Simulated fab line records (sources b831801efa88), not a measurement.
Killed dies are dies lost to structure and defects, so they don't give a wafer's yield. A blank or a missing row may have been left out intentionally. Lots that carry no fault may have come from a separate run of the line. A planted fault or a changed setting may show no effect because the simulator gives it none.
Chamber matching    flow gf180mcu    rie_si-01 running GF_POLY_GATE_ETCH_13: 4 sister chambers
The step etches poly-Si in HBr/Cl2, stops on SiO2, target depth 198.5 nm, time 69.6 s. 4 wafers are shown with their chamber, then 9 later ones without.

## WAFERS PAIRED WITH THEIR CHAMBERS
wafer   chamber  oes_product_au (a.u.)
L835.6  2        0.989
L836.1  1        0.999
L836.4  3        0.987
L836.5  0        0.993

## WAFERS WHOSE CHAMBER IS MISSING
wafer   oes_product_au (a.u.)
L839.4  0.982
L839.5  0.976
L839.6  0.986
L848.3  0.998
L848.4  0.989
L848.5  1.006
L850.1  0.997
L850.2  0.984
L850.6  1.006

## WHICH CHAMBER EACH WENT THROUGH
wafer   from the rows above                in truth
L839.4  can't be placed: 3 or 2 or 0       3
L839.5  can't be placed: 3 or 2 or 0       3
L839.6  can't be placed: 3 or 2 or 0       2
L848.3  can't be placed: 1 or 0 or 2 or 3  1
L848.4  can't be placed: 2 or 3 or 0 or 1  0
L848.5  can't be placed: 1 or 0 or 2       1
L850.1  can't be placed: 1 or 0 or 2 or 3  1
L850.2  can't be placed: 3 or 2 or 0       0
L850.6  can't be placed: 1 or 0 or 2       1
Placed correctly: 0 of 9. From these rows, 9 cannot be placed; in 9 the true chamber is one of the candidates. Placed wrongly: 0.
How it was worked out, from the rows above alone: a wafer's distance from a chamber is the root of the sum, over the readings, of the square of ((its reading less the chamber's mean) divided by the reading's scatter). The wafer belongs to the nearest chamber; if the next one is less than 2 further off, it can't be placed. A chamber's mean is the mean of its shown wafers. The scatter: with one shown wafer a chamber, the root of the mean of the squares of how far each hidden wafer lies from its nearest shown one.
